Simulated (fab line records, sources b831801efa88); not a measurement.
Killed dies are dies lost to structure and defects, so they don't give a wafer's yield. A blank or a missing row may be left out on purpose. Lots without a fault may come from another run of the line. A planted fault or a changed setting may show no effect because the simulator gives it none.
One fault seen from 2 desks | flow sfq_line | each desk has only its own numbers; what lay behind them comes last

THE METROLOGY DESK
What the gauges read, lot by lot, whatever tool the lot ran on: means of the sampled wafers that have a number. A lot is out of limits, marked OUT, if its mean lies more than 4 standard deviations from the usual mean; the brackets give that distance.
Columns: A = M1_NB_RS at SFQ_M1_RS_MEAS_909, usual 0.889 ohm/sq; B = M1_OVL at SFQ_M1_OVL_MEAS_911, usual -3 nm
lot  | first seen here | A               | B
L518 | day 12 18:37    | 0.898           | -13
L520 | day 13 09:27    | 0.892           | 3
L521 | day 13 14:11    | 0.898           | -2
L522 | day 13 21:25    | 0.900           | 4
L523 | day 14 10:14    | 0.902           | -2
L524 | day 15 03:08    | 0.885           | 2
L529 | day 17 15:02    | 0.612 (-32) OUT | -3
L530 | day 17 18:37    | 0.616 (-31) OUT | -8
L531 | day 17 23:17    | 0.889           | -2
L535 | day 19 00:31    | 0.875           | 0
L537 | day 19 20:19    | 0.885           | -5
L538 | day 20 00:31    | 0.884           | -10
L539 | day 20 06:32    | 0.881           | -2
L541 | day 21 01:52    | 0.887           | -5
This desk's finding: out of limits on L529, L530; first on L529, day 17 15:02 (M1_NB_RS at SFQ_M1_RS_MEAS_909). In limits: L518, L520, L521, L522, L523, L524, L531, L535, L537, L538, L539, L541.

THE TOOL OWNER'S DESK: pvd_sputter-04
The tool's own readings at SFQ_TRILAYER_M1_DEP_SPUTTER_037 (material Nb, target thk 200 nm, time 133.3 s): means of the sampled wafers that have a number, for each lot that ran on this tool. A lot is out of limits, marked OUT, if its mean lies more than 4 standard deviations from the usual mean; the brackets give that distance.
Columns: A = throttle_valve_pct at SFQ_TRILAYER_M1_DEP_SPUTTER_037, usual 29.8 %
lot  | first seen here | A
L522 | day 13 21:18    | 30.7
L529 | day 17 14:50    | 30.8
L530 | day 17 18:25    | 30.9
L541 | day 21 01:46    | 30.8
This desk's finding: nothing out of limits on any of the 4 lots.

PUT TOGETHER
The metrology desk could have raised an alarm at day 17 15:02, on L529, L530.
The tool owner's desk saw nothing out of limits.
The tool owner's desk has L529, L530 on record, within its limits.
Of the lots named, all ran SFQ_TRILAYER_M1_DEP_SPUTTER_037 on pvd_sputter-04.

WHAT THE SIMULATOR HAD PUT IN
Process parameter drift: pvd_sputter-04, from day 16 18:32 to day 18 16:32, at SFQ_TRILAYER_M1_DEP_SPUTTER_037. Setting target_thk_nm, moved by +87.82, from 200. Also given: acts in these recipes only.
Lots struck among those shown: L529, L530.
Hours from the fault's start to each desk's first reading out of limits: the metrology desk, 20.
